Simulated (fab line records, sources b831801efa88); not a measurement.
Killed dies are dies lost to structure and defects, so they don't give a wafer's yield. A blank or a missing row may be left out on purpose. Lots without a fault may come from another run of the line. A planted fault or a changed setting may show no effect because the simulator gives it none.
Which tool did it? | flow sky130 | 14 lots, 42 wafers sampled, at 4 steps of a route of 708

WHAT THE GAUGES READ, wafer by wafer
SKY_POLY_GATE_THK_MEAS_01. Usual: POLY_GATE_CVD_00_THK 179.7 nm, standard deviation 1.9.
lot  | measured     | on            | POLY_GATE_CVD_00_THK (nm)           | flag
L144 | day 13 23:04 | film_metro-03 | 178.4 177.9 178.7                   |
L146 | day 14 12:28 | film_metro-04 | 174.6 175.9 176.5                   |
L147 | day 15 05:37 | film_metro-01 | 174.3 177.3 176.0                   |
L150 | day 16 05:38 | film_metro-03 | 178.1 178.5 179.0                   |
L151 | day 16 15:09 | film_metro-01 | 178.9 179.8 179.0                   |
L152 | day 16 20:31 | film_metro-04 | 180.8 181.1 182.3                   |
L153 | day 17 02:47 | film_metro-04 | 180.9 180.8 180.2                   |
L154 | day 17 11:32 | film_metro-01 | 177.3 177.9 176.8                   |
L155 | day 17 23:32 | film_metro-01 | 181.0 181.2 179.8                   |
L157 | day 18 12:19 | film_metro-04 | 182.5 180.9 180.7                   |
L158 | day 18 18:39 | film_metro-03 | 180.3 179.6 178.6                   |
L159 | day 19 06:06 | film_metro-01 | 195.6 197.2 195.6 195.5 197.5 195.4 | OFF
L160 | day 19 09:25 | film_metro-03 | 195.5 195.3 196.8 195.6 195.2 196.7 | OFF
L167 | day 22 01:05 | film_metro-03 | 179.9 179.8 179.9                   |

SKY_METAL1_THK_MEAS_06: measures by xrf. Usual: METAL1_ALCU_THK 250 nm, standard deviation 3.2.
lot  | measured     | on            | METAL1_ALCU_THK (nm) | flag
L144 | day 31 14:38 | film_metro-03 | 252 250 251          |
L146 | day 32 06:44 | film_metro-03 | 254 248 252          |
L147 | day 32 22:58 | film_metro-02 | 248 251 247          |
L150 | day 33 23:22 | film_metro-02 | 247 251 250          |
L151 | day 34 04:37 | film_metro-02 | 248 245 248          |
L152 | day 34 11:40 | film_metro-02 | 253 251 251          |
L153 | day 34 15:43 | film_metro-03 | 249 249 246          |
L154 | day 35 01:35 | film_metro-02 | 251 250 246          |
L155 | day 35 13:53 | film_metro-02 | 247 247 250          |
L157 | day 35 19:34 | film_metro-03 | 251 250 248          |
L158 | day 36 01:53 | film_metro-03 | 245 250 247          |
L159 | day 36 12:14 | film_metro-02 | 249                  |
L160 | day 36 13:46 | film_metro-01 | 247 244              |
L167 | day 38 20:10 | film_metro-03 | 257 253 253          |

WHICH TOOL RAN EACH LOT (tool, then ch and the chambers of the sampled wafers, then the start)
lot  | SKY_POLY_GATE_CVD_00        | SKY_LOCAL_INTERCONNECT_STRIP_15
L144 | lpcvd-01 ch 1, day 13 21:52 | plasma_asher-02 ch 0,1, day 30 08:10
L146 | lpcvd-01 ch 1, day 14 10:38 | plasma_asher-04 ch 0,1, day 31 00:23
L147 | lpcvd-01 ch 0, day 15 04:24 | plasma_asher-02 ch 0,1, day 31 16:36
L150 | lpcvd-01 ch 1, day 16 04:25 | plasma_asher-03 ch 0,1, day 32 17:34
L151 | lpcvd-01 ch 0, day 16 13:21 | plasma_asher-03 ch 0,1, day 32 23:12
L152 | lpcvd-01 ch 0, day 16 19:18 | plasma_asher-02 ch 0,1, day 33 06:18
L153 | lpcvd-01 ch 0, day 17 01:34 | plasma_asher-03 ch 0,1, day 33 10:44
L154 | lpcvd-01 ch 0, day 17 10:20 | plasma_asher-04 ch 0,1, day 33 21:00
L155 | lpcvd-01 ch 1, day 17 22:19 | plasma_asher-04 ch 0,1, day 34 09:17
L157 | lpcvd-01 ch 1, day 18 11:07 | plasma_asher-04 ch 0,1, day 34 14:42
L158 | lpcvd-01 ch 1, day 18 16:50 | plasma_asher-02 ch 0,1, day 34 20:31
L159 | lpcvd-01 ch 1, day 19 04:54 | plasma_asher-02 ch 0, day 35 07:17
L160 | lpcvd-01 ch 1, day 19 08:13 | plasma_asher-02 ch 0, day 35 08:32
L167 | lpcvd-01 ch 1, day 21 23:53 | plasma_asher-03 ch 0,1, day 37 15:38
- SKY_POLY_GATE_CVD_00: deposits poly-Si, target thk 180 nm, time 720 s.
- SKY_LOCAL_INTERCONNECT_STRIP_15: strips in O2/N2.

WHAT THE TOOLS THEMSELVES READ (means of the sampled wafers that have a number; where no wafer has one, the mark that the record gives instead)
SKY_POLY_GATE_CVD_00. Usual: spike_tc_bottom_C 641.3 C, standard deviation 1.3; spike_tc_centre_C 620.3 C, standard deviation 1; spike_tc_lower_C 621.5 C, standard deviation 1; spike_tc_upper_C 620.6 C, standard deviation 0.99; susceptor_temp_C 619.96 C, standard deviation 0.25; zone_power_bottom_pct 15.0 %, standard deviation 1.5; zone_power_lower_pct 8.93 %, standard deviation 0.2.
lot  | tool     | spike_tc_bottom_C (C) | spike_tc_centre_C (C) | spike_tc_lower_C (C) | spike_tc_upper_C (C) | susceptor_temp_C (C) | zone_power_bottom_pct (%) | zone_power_lower_pct (%) | flag
L144 | lpcvd-01 | 640.0                 | 620.3                 | 621.8                | 620.0                | 620.09               | 16.2                      | 8.99                     |
L146 | lpcvd-01 | 641.7                 | 620.6                 | 621.0                | 620.6                | 619.82               | 16.1                      | 9.13                     |
L147 | lpcvd-01 | 642.9                 | 620.0                 | 620.6                | 620.4                | 620.29               | 13.0                      | 8.70                     |
L150 | lpcvd-01 | 641.2                 | 621.4                 | 621.3                | 620.5                | 619.60               | 16.2                      | 9.00                     |
L151 | lpcvd-01 | 642.6                 | 620.3                 | 621.6                | 620.1                | 619.75               | 12.9                      | 8.73                     |
L152 | lpcvd-01 | 642.1                 | 619.6                 | 621.3                | 620.1                | 619.95               | 13.2                      | 8.77                     |
L153 | lpcvd-01 | 642.3                 | 620.6                 | 620.7                | 620.8                | 619.96               | 13.1                      | 8.71                     |
L154 | lpcvd-01 | 643.2                 | 620.3                 | 620.6                | 619.9                | 619.92               | 12.9                      | 8.65                     |
L155 | lpcvd-01 | 640.7                 | 620.0                 | 621.2                | 621.0                | 620.07               | 16.1                      | 9.00                     |
L157 | lpcvd-01 | 641.3                 | 620.9                 | 621.6                | 620.5                | 619.81               | 16.0                      | 9.01                     |
L158 | lpcvd-01 | 640.4                 | 619.7                 | 621.9                | 621.2                | 619.79               | 15.8                      | 9.06                     |
L159 | lpcvd-01 | 644.7                 | 624.6                 | 625.0                | 624.3                | 623.94               | 16.4                      | 9.18                     | OFF
L160 | lpcvd-01 | 644.7                 | 623.4                 | 625.3                | 624.3                | 623.96               | 16.1                      | 9.15                     | OFF
L167 | lpcvd-01 | 641.8                 | 619.3                 | 622.3                | 620.2                | 620.34               | 16.0                      | 9.09                     |

SKY_LOCAL_INTERCONNECT_STRIP_15. Usual: chamber_pressure_mTorr 1499.9 mTorr, standard deviation 1.3; drypump_motor_current_A 5.9 A, standard deviation 0.38; n2_flow_sccm 300.0 sccm, standard deviation 0.81; oes_product_au 0.426 a.u., standard deviation 0.0049; strip_time_to_endpoint_s 4.724 s, standard deviation 0.025.
lot  | tool            | chamber_pressure_mTorr (mTorr) | drypump_motor_current_A (A) | n2_flow_sccm (sccm) | oes_product_au (a.u.) | strip_time_to_endpoint_s (s) | flag
L144 | plasma_asher-02 | 1501.8                         | 6.2                         | 300.0               | 0.427                 | 4.755                        |
L146 | plasma_asher-04 | 1500.4                         | 5.6                         | 299.4               | 0.422                 | 4.717                        |
L147 | plasma_asher-02 | 1498.8                         | 6.2                         | 299.6               | 0.431                 | 4.737                        |
L150 | plasma_asher-03 | 1500.9                         | 6.0                         | 299.0               | 0.425                 | 4.719                        |
L151 | plasma_asher-03 | 1500.5                         | 6.0                         | 299.5               | 0.427                 | 4.765                        |
L152 | plasma_asher-02 | 1500.2                         | 6.0                         | 300.6               | 0.429                 | 4.732                        |
L153 | plasma_asher-03 | 1500.4                         | 6.0                         | 300.1               | 0.425                 | 4.730                        |
L154 | plasma_asher-04 | 1499.1                         | 5.6                         | 299.6               | 0.425                 | 4.746                        |
L155 | plasma_asher-04 | 1500.0                         | 5.5                         | 300.5               | 0.425                 | 4.719                        |
L157 | plasma_asher-04 | 1498.7                         | 5.5                         | 301.0               | 0.427                 | 4.691                        |
L158 | plasma_asher-02 | 1499.2                         | 6.0                         | 300.1               | 0.424                 | 4.727                        |
L159 | plasma_asher-02 | 1499.2                         | 6.4                         | 299.7               | 0.421                 | 4.659                        |
L160 | plasma_asher-02 | 1499.5                         | 6.4                         | 300.7               | 0.423                 | 4.716                        |
L167 | plasma_asher-03 | 1500.1                         | 6.0                         | 299.9               | 0.428                 | 4.732                        |

THE ANSWER, worked out from the rows above alone
Rule: a lot is off if the mean of its wafers that have a number lies more than 3 standard deviations from the usual mean. A lot without any number at a reading at which 4 lots or more have one is off too. The other lots that the step has rows for count as sound. The gauges are gone through in route order, then the tools' own readings, and for those a lot's mean is taken as printed above. The first step at which some lot is off is used, and at that step the reading that is off furthest; a lot without a number counts as furthest.
Off: L159, L160, at SKY_POLY_GATE_THK_MEAS_01 (POLY_GATE_CVD_00_THK).
A tool fits if, at a process step before that reading, it ran every lot that is off, and no sound lot after the first of them. The gauges at SKY_POLY_GATE_THK_MEAS_01 aren't tried: what is off there is off at SKY_POLY_GATE_CVD_00 too, on other tools, and a gauge's error can't cause that. None of those tried fits.

WHAT THE SIMULATOR HAD PUT IN
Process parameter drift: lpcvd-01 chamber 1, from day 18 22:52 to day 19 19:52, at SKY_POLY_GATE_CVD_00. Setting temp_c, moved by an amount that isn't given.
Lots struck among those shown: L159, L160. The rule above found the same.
